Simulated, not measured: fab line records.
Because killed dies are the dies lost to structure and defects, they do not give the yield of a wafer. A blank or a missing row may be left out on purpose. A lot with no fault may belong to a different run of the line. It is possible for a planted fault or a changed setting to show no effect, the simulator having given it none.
Which tool is to blame? -- flow gf180mcu -- 24 lots, 72 wafers sampled, at 6 steps of a route of 602

== WHAT EACH GAUGE READ, for each wafer ==
GF_V3_OVL_MEAS_15. Usual: V3_OVL gives -7 nm (standard deviation 6).
lot,measured,on,V3_OVL (nm),flag
L074,day 22 10:31,overlay-02,-7 -5 -1,
L075,day 22 20:18,overlay-02,3 -8 -7,
L076,day 23 09:44,overlay-02,-7 -7 -15,
L077,day 23 18:09,overlay-01,-5 -7 -12,
L079,day 24 05:08,overlay-01,-5 -5 -8,
L078,day 24 08:58,overlay-01,-1 3 -1,
L080,day 24 19:30,overlay-01,-11 -16 -9,
L081,day 24 22:41,overlay-01,1 -1 2,
L082,day 25 03:41,overlay-02,-8 -9 -2,
L083,day 25 12:30,overlay-02,-4 -5 -6,
L084,day 26 00:55,overlay-02,2 6 0,
L085,day 26 09:31,overlay-01,-8 -17 -9,
L086,day 26 12:25,overlay-01,-10 -6 -14,
L087,day 26 23:22,overlay-02,5 -3 -2,
L088,day 27 06:21,overlay-01,-1 -11 -6,
L089,day 27 10:51,overlay-02,-10 -13 -15,
L090,day 27 17:39,overlay-02,-7 -5 -5,
L091,day 28 06:31,overlay-02,-5 -14 -3,
L092,day 28 10:06,overlay-01,-9 -7 -9,
L093,day 28 16:57,overlay-02,-11 -14 -11,
L094,day 28 23:22,overlay-01,-14 -18 -16,
L095,day 29 05:45,overlay-01,-11 -15 -9,
L096,day 29 17:44,overlay-01,-2 5 0,
L097,day 29 21:51,overlay-02,-11 -2 -6,

GF_V4_BOW_MEAS_05. Usual: V4_BOW gives 131 um (standard deviation 8.6).
lot,measured,on,V4_BOW (um),flag
L074,day 23 12:16,film_metro-01,149 136 132,
L075,day 23 20:44,film_metro-03,136 127 138,
L076,day 24 10:50,film_metro-01,132 131 125,
L077,day 24 19:28,film_metro-04,141 143 120,
L079,day 25 06:20,film_metro-04,143 127 152,
L078,day 25 09:08,film_metro-03,140 143 137,
L080,day 25 19:44,film_metro-04,120 138 134,
L081,day 25 22:52,film_metro-03,124 114 123,
L082,day 26 04:18,film_metro-04,117 123 122,
L083,day 26 12:16,film_metro-03,120 108 120,
L084,day 27 01:07,film_metro-03,113 134 135,
L085,day 27 08:28,film_metro-01,123 141 134,
L086,day 27 11:47,film_metro-03,117 127 133,
L087,day 27 21:41,film_metro-01,127 126 133,
L088,day 28 05:22,film_metro-03,116 127 133,
L089,day 28 09:26,film_metro-03,131 132 128,
L090,day 28 16:27,film_metro-01,133 128 124,
L091,day 29 04:50,film_metro-04,132 123 129,
L092,day 29 08:26,film_metro-04,142 142 135,
L093,day 29 15:19,film_metro-03,133 146 139,
L094,day 29 21:08,film_metro-04,134 138 141,
L095,day 30 03:31,film_metro-03,138 132 128,
L096,day 30 15:29,film_metro-04,130 120 131,
L097,day 30 19:21,film_metro-01,141 129 136,

GF_M5_CD_MEAS_07: target cd 280 nm. Usual: cd_nm at 279.6 nm, with a standard deviation of 1.5.
lot,measured,on,cd_nm (nm),flag
L074,day 26 09:04,cd_sem-02,281.8 281.8 282.0,
L075,day 26 16:20,cd_sem-02,280.0 280.6 280.8,
L076,day 27 04:17,cd_sem-02,280.6 279.6 279.9,
L077,day 27 11:55,cd_sem-01,278.8 280.5 279.6,
L079,day 27 21:56,cd_sem-01,280.2 279.6 281.0,
L078,day 28 03:03,cd_sem-01,278.3 277.2 277.2,
L080,day 28 11:20,cd_sem-01,277.5 277.3 277.4,
L081,day 28 14:17,cd_sem-02,281.0 281.1 280.6,
L082,day 28 19:34,cd_sem-02,279.4 277.8 278.9,
L083,day 29 02:45,cd_sem-02,282.6 282.5 282.3,
L084,day 29 13:34,cd_sem-02,279.3 277.0 277.3,
L085,day 29 21:05,cd_sem-01,279.3 279.2 280.3,
L086,day 29 23:38,cd_sem-02,277.0 277.3 277.2,
L087,day 30 08:47,cd_sem-02,278.7 278.3 277.5,
L088,day 30 16:58,cd_sem-01,280.4 280.0 281.3,
L089,day 30 20:11,cd_sem-01,280.4 281.0 280.0,
L090,day 31 02:59,cd_sem-02,279.0 280.0 278.9,
L091,day 31 13:51,cd_sem-02,277.8 278.6 278.5,
L092,day 31 17:05,cd_sem-02,279.4 279.3 279.5,
L093,day 31 23:57,cd_sem-02,281.0 280.7 279.9,
L094,day 32 04:40,cd_sem-02,281.2 280.0 279.3,
L095,day 32 10:17,cd_sem-01,278.9 280.0 279.3,
L096,day 32 22:37,cd_sem-01,279.9 279.7 280.5,
L097,day 33 01:11,cd_sem-02,280.1 281.5 279.5,

GF_PASSIVATION_THK_MEAS_03. Usual: PASSIVATION_CVD_02_THK gives 702 nm (standard deviation 9.5).
lot,measured,on,PASSIVATION_CVD_02_THK (nm),flag
L074,day 28 05:38,film_metro-03,683 703 697,
L075,day 28 13:38,film_metro-03,700 695 709,
L076,day 29 00:04,film_metro-01,682 687 701,
L077,day 29 07:13,film_metro-03,686 697 708,
L079,day 29 17:34,film_metro-04,707 698 709,
L078,day 29 21:41,film_metro-03,695 702 704,
L080,day 30 06:25,film_metro-03,700 689 704,
L081,day 30 07:53,film_metro-03,679 696 694,
L082,day 30 14:08,film_metro-03,699 704 707,
L083,day 30 19:47,film_metro-01,699 705 713,
L084,day 31 06:25,film_metro-04,689 709 706,
L085,day 31 13:49,film_metro-01,715 706 709,
L086,day 31 15:56,film_metro-03,698 705 714,
L087,day 32 00:35,film_metro-03,702 698 710,
L088,day 32 08:05,film_metro-03,687 703 689,
L089,day 32 10:33,film_metro-01,695 703 711,
L090,day 32 19:41,film_metro-01,687 708 703,
L091,day 33 03:33,film_metro-04,700 709 722,
L092,day 33 07:19,film_metro-01,712 711 706,
L093,day 33 12:12,film_metro-03,711 693 714,
L094,day 33 17:41,film_metro-01,720 714 711,
L095,day 33 22:53,film_metro-04,691 698 710,
L096,day 34 10:02,film_metro-04,707 705 714,
L097,day 34 13:17,film_metro-01,703 697 718,

== EACH LOT AND THE TOOL THAT RAN IT (in order: tool; ch and the chambers of the sampled wafers; start) ==
lot,GF_V3_SPUTTER_21,GF_V4_ETCH_17
L074,"pvd_sputter-01, day 22 11:13","rie_diel-04 ch 1,2,3, day 26 09:04 or earlier"
L075,"pvd_sputter-03, day 22 21:00","rie_diel-03 ch 0,1,3, day 26 16:20 or earlier"
L076,"pvd_sputter-02, day 23 10:32","rie_diel-03 ch 1,2,3, day 27 04:17 or earlier"
L077,"pvd_sputter-03, day 23 18:51","rie_diel-03 ch 1,2, day 27 11:55 or earlier"
L079,"pvd_sputter-02, day 24 05:53","rie_diel-01 ch 0,1,2, day 27 21:56 or earlier"
L078,"pvd_sputter-01, day 24 09:41","rie_diel-01 ch 2,3, day 28 03:03 or earlier"
L080,"pvd_sputter-02, day 24 20:14","rie_diel-03 ch 0,1,2, day 28 11:20 or earlier"
L081,"pvd_sputter-03, day 24 23:23","rie_diel-04 ch 0,1,2, day 28 14:17 or earlier"
L082,"pvd_sputter-02, day 25 04:29","rie_diel-01 ch 0,1,2, day 28 19:34 or earlier"
L083,"pvd_sputter-02, day 25 13:11","rie_diel-03 ch 0,1,3, day 29 02:45 or earlier"
L084,"pvd_sputter-01, day 26 01:36","rie_diel-01 ch 0,2,3, day 29 13:34 or earlier"
L085,"pvd_sputter-02, day 26 10:14","rie_diel-04 ch 0,2,3, day 29 21:05 or earlier"
L086,"pvd_sputter-02, day 26 13:08","rie_diel-01 ch 0,1,3, day 29 23:38 or earlier"
L087,"pvd_sputter-01, day 27 00:05","rie_diel-01 ch 0,3, day 30 08:47 or earlier"
L088,"pvd_sputter-01, day 27 07:05","rie_diel-03 ch 1,3, day 30 16:58 or earlier"
L089,"pvd_sputter-03, day 27 11:32","rie_diel-04 ch 0,1,2, day 30 20:11 or earlier"
L090,"pvd_sputter-02, day 27 18:20","rie_diel-01 ch 0,1,2, day 31 02:59 or earlier"
L091,"pvd_sputter-02, day 28 07:16","rie_diel-04 ch 1,2,3, day 31 13:51 or earlier"
L092,"pvd_sputter-03, day 28 10:50","rie_diel-03 ch 0,3, day 31 17:05 or earlier"
L093,"pvd_sputter-03, day 28 17:39","rie_diel-04 ch 2,3, day 31 23:57 or earlier"
L094,"pvd_sputter-03, day 29 00:02","rie_diel-03 ch 2,3, day 32 04:40 or earlier"
L095,"pvd_sputter-01, day 29 06:26","rie_diel-03 ch 0,1, day 32 10:17 or earlier"
L096,"pvd_sputter-01, day 29 18:29","rie_diel-04 ch 1,2, day 32 22:37 or earlier"
L097,"pvd_sputter-03, day 29 22:35","rie_diel-01 ch 0,2,3, day 33 01:11 or earlier"
- GF_V3_SPUTTER_21: material Ti, target thk 15 nm, time 80.02 s.
- GF_V4_ETCH_17: etches SiO2 in C4F8/O2/Ar, stops on TiN, target depth 630 nm.

== AS READ BY THE TOOLS THEMSELVES (means over the sampled wafers that have a number; for cases with no such wafer, the mark the record gives instead) ==
GF_V3_SPUTTER_21. Usual: chamber_pressure_pa 5.000 Pa, standard deviation 0.0096; substrate_temp_c 199.99 C, standard deviation 0.16; throttle_valve_pct 30.0 %, standard deviation 1.3.
lot,tool,chamber_pressure_pa (Pa),substrate_temp_c (C),throttle_valve_pct (%),flag
L074,pvd_sputter-01,5.001,199.98,29.8,
L075,pvd_sputter-03,4.993,200.12,30.7,
L076,pvd_sputter-02,5.007,199.99,30.2,
L077,pvd_sputter-03,4.998,199.98,30.2,
L079,pvd_sputter-02,5.000,200.17,29.9,
L078,pvd_sputter-01,5.003,200.05,29.7,
L080,pvd_sputter-02,5.011,199.91,29.1,
L081,pvd_sputter-03,5.010,200.01,30.6,
L082,pvd_sputter-02,4.998,199.91,30.4,
L083,pvd_sputter-02,4.995,200.12,28.9,
L084,pvd_sputter-01,5.014,199.89,29.0,
L085,pvd_sputter-02,5.002,199.92,29.5,
L086,pvd_sputter-02,5.005,199.88,30.3,
L087,pvd_sputter-01,5.004,200.16,29.6,
L088,pvd_sputter-01,4.989,200.03,28.9,
L089,pvd_sputter-03,4.998,200.01,30.7,
L090,pvd_sputter-02,4.996,200.04,30.9,
L091,pvd_sputter-02,4.993,199.91,30.9,
L092,pvd_sputter-03,4.994,199.98,30.4,
L093,pvd_sputter-03,5.004,199.93,30.5,
L094,pvd_sputter-03,4.992,200.09,30.0,
L095,pvd_sputter-01,5.002,199.76,29.9,
L096,pvd_sputter-01,4.991,200.03,29.6,
L097,pvd_sputter-03,5.006,200.04,30.2,

GF_V4_ETCH_17. Usual: oes_product_au 0.856 a.u., standard deviation 0.0043; rf_fwd_power_W 1493 W, standard deviation 4.8.
lot,tool,oes_product_au (a.u.),rf_fwd_power_W (W),flag
L074,rie_diel-04,0.860,1494,
L075,rie_diel-03,0.853,1493,
L076,rie_diel-03,0.854,1491,
L077,rie_diel-03,0.850,1496,
L079,rie_diel-01,0.855,1491,
L078,rie_diel-01,0.855,1494,
L080,rie_diel-03,0.856,1493,
L081,rie_diel-04,0.853,1493,
L082,rie_diel-01,0.862,1490,
L083,rie_diel-03,0.857,1494,
L084,rie_diel-01,0.858,1492,
L085,rie_diel-04,0.856,1492,
L086,rie_diel-01,0.855,1490,
L087,rie_diel-01,0.852,1489,
L088,rie_diel-03,0.858,1493,
L089,rie_diel-04,0.856,1498,
L090,rie_diel-01,0.856,1495,
L091,rie_diel-04,0.856,1493,
L092,rie_diel-03,0.857,1493,
L093,rie_diel-04,0.858,1491,
L094,rie_diel-03,0.850,1493,
L095,rie_diel-03,0.857,1498,
L096,rie_diel-04,0.854,1498,
L097,rie_diel-01,0.859,1494,

== THE ANSWER, worked out from the rows above alone ==
Rule: a lot counts as off when the mean over its wafers that have a number is more than 3 standard deviations away from the usual mean. A lot without any number at a reading at which 4 lots or more have one is off too. Where the step has rows for the other lots, those lots are counted as sound. After the gauges, taken in route order, come the tools' own readings; for these a lot's mean is taken, as printed above. The first step at which some lot is off is used, and at that step the reading that is off furthest; a lot without a number counts as furthest.
Across all readings shown, no lot is off: no conclusion can be drawn from this.

== WHAT WAS PUT IN BY THE SIMULATOR ==
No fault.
